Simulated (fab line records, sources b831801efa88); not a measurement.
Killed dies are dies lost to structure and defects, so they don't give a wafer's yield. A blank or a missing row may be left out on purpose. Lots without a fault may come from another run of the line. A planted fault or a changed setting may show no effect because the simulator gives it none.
Which tool did it? | flow sky130 | 12 lots, 36 wafers sampled, at 4 steps of a route of 708

WHAT THE GAUGES READ, wafer by wafer
SKY_NWELL_TW_MEAS_26. Usual: NWELL_2_TW 495, standard deviation 3.5.
lot  | measured     | on            | NWELL_2_TW              | flag
L404 | day 5 08:51  | film_metro-02 | 499 499 500             |
L406 | day 5 19:59  | film_metro-01 | 495 497 500             |
L407 | day 6 03:45  | film_metro-01 | 496 494 495             |
L409 | day 6 14:12  | film_metro-02 | 497 496 497             |
L411 | day 7 03:43  | film_metro-02 | 497 496 501             |
L412 | day 7 05:39  | film_metro-03 | 491 492 494             |
L413 | day 7 19:07  | film_metro-01 | 495 494 496             |
L423 | day 10 05:20 | film_metro-03 | 552 549 552 555 549 553 | OFF
L424 | day 10 10:59 | film_metro-02 | 552 555 556 556 554 554 | OFF
L425 | day 10 18:53 | film_metro-03 | 491 492 492             |
L426 | day 10 20:55 | film_metro-02 | 494 495 497             |
L427 | day 11 03:18 | film_metro-02 | 497 499 498             |

SKY_VT_ADJUST_LVTN_OVL_MEAS_18. Usual: VT_ADJUST_LVTN_01_OVL 0.1 nm, standard deviation 1.4.
lot  | measured     | on         | VT_ADJUST_LVTN_01_OVL (nm) | flag
L404 | day 7 19:05  | overlay-01 | -1.5 -0.7 -0.9             |
L406 | day 8 08:02  | overlay-02 | 1.1 1.4 0.7                |
L407 | day 8 16:17  | overlay-02 | 2.1 1.9 1.3                |
L409 | day 9 02:47  | overlay-01 | -0.2 -0.3 -0.2             |
L411 | day 9 18:20  | overlay-01 | -0.4 -0.7 -1.0             |
L412 | day 9 22:32  | overlay-02 | 3.2 2.2 1.9                |
L413 | day 10 11:35 | overlay-01 | -2.5 -0.6 -2.8             |
L423 | day 13 08:06 | overlay-02 | 1.1 -0.2 1.5               |
L424 | day 13 12:39 | overlay-01 | 0.6 1.5 2.3                |
L425 | day 13 20:53 | overlay-01 | 1.2 0.8 1.2                |
L426 | day 14 00:02 | overlay-01 | -0.1 0.2 0.5               |
L427 | day 14 06:50 | overlay-01 | -0.1 1.6 -1.9              |

SKY_VT_ADJUST_PCH_OVL_MEAS_07. Usual: VT_ADJUST_PCH_OVL 0.4 nm, standard deviation 1.4.
lot  | measured     | on         | VT_ADJUST_PCH_OVL (nm) | flag
L404 | day 10 12:02 | overlay-01 | -0.9 0.2 0.8           |
L406 | day 11 01:47 | overlay-01 | -0.3 -0.2 -1.3         |
L407 | day 11 11:23 | overlay-01 | -1.4 -1.4 -0.7         |
L409 | day 12 01:25 | overlay-01 | -0.9 -0.2 -0.9         |
L411 | day 12 17:56 | overlay-01 | 0.5 0.1 -0.3           |
L412 | day 12 23:14 | overlay-01 | 1.5 1.9 0.9            |
L413 | day 13 13:17 | overlay-01 | 0.2 -0.6 0.4           |
L423 | day 16 17:37 | overlay-01 | 0.2 0.1 1.8            |
L424 | day 16 23:40 | overlay-02 | 0.2 0.5 -1.5           |
L425 | day 17 08:49 | overlay-02 | 1.9 2.6 2.5            |
L426 | day 17 11:50 | overlay-01 | -0.9 0.0 -0.8          |
L427 | day 17 18:47 | overlay-01 | 1.6 0.6 0.7            |

WHICH TOOL RAN EACH LOT (tool, then ch and the chambers of the sampled wafers, then the start)
lot  | SKY_NWELL_IMPLANT_24
L404 | implanter-01 ch 0, day 5 08:36
L406 | implanter-01 ch 0, day 5 19:44
L407 | implanter-01 ch 0, day 6 03:30
L409 | implanter-03 ch 0, day 6 13:57
L411 | implanter-04 ch 0, day 7 03:29
L412 | implanter-03 ch 0, day 7 05:24
L413 | implanter-03 ch 0, day 7 18:52
L423 | implanter-03 ch 0, day 10 05:08
L424 | implanter-03 ch 0, day 10 10:46
L425 | implanter-04 ch 0, day 10 18:39
L426 | implanter-01 ch 0, day 10 20:41
L427 | implanter-04 ch 0, day 11 03:03
- SKY_NWELL_IMPLANT_24

WHAT THE TOOLS THEMSELVES READ (means of the sampled wafers that have a number; where no wafer has one, the mark that the record gives instead)
SKY_NWELL_IMPLANT_24. Usual: beam_energy_keV 137.89, standard deviation 0.041; dose_ions_cm2 9.201e+12, standard deviation 9.6e+09; faraday_current_uA 51.9, standard deviation 1.
lot  | tool         | beam_energy_keV | dose_ions_cm2 | faraday_current_uA | flag
L404 | implanter-01 | 137.90          | 9.208e+12     | 51.9               |
L406 | implanter-01 | 137.89          | 9.214e+12     | 51.7               |
L407 | implanter-01 | 137.90          | 9.201e+12     | 52.5               |
L409 | implanter-03 | 137.90          | 9.207e+12     | 53.1               |
L411 | implanter-04 | 137.87          | 9.204e+12     | 52.9               |
L412 | implanter-03 | 137.89          | 9.203e+12     | 51.9               |
L413 | implanter-03 | 137.98          | 9.205e+12     | 51.1               |
L423 | implanter-03 | 137.85          | 1.331e+13     | 75.4               | OFF
L424 | implanter-03 | 137.88          | 1.332e+13     | 74.3               | OFF
L425 | implanter-04 | 137.91          | 9.200e+12     | 53.1               |
L426 | implanter-01 | 137.91          | 9.200e+12     | 51.4               |
L427 | implanter-04 | 137.85          | 9.193e+12     | 52.1               |

THE ANSWER, worked out from the rows above alone
Rule: a lot is off if the mean of its wafers that have a number lies more than 3 standard deviations from the usual mean. A lot without any number at a reading at which 4 lots or more have one is off too. The other lots that the step has rows for count as sound. The gauges are gone through in route order, then the tools' own readings, and for those a lot's mean is taken as printed above. The first step at which some lot is off is used, and at that step the reading that is off furthest; a lot without a number counts as furthest.
Off: L423, L424, at SKY_NWELL_TW_MEAS_26 (NWELL_2_TW).
A tool fits if, at a process step before that reading, it ran every lot that is off, and no sound lot after the first of them. The gauges at SKY_NWELL_TW_MEAS_26 aren't tried: what is off there is off at SKY_NWELL_IMPLANT_24 too, on other tools, and a gauge's error can't cause that. One fits: implanter-03 at SKY_NWELL_IMPLANT_24. Its last sound lot is L413 (day 7 18:52), its first lot that is off L423 (day 10 05:08): a fault that began between those two fits.
The tool's own readings at SKY_NWELL_IMPLANT_24 bear it out: on the lots that are off they differ by more than 5 times the standard deviation of the sound lots' means. dose_ions_cm2 reads 1.332e+13 there against 9.204e+12 on the sound lots; faraday_current_uA reads 74.8 there against 52.2 on the sound lots.

WHAT THE SIMULATOR HAD PUT IN
Process parameter drift: implanter-03, from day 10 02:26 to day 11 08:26, at SKY_NWELL_IMPLANT_24. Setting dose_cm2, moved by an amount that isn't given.
Lots struck among those shown: L423, L424. The rule above found the same.
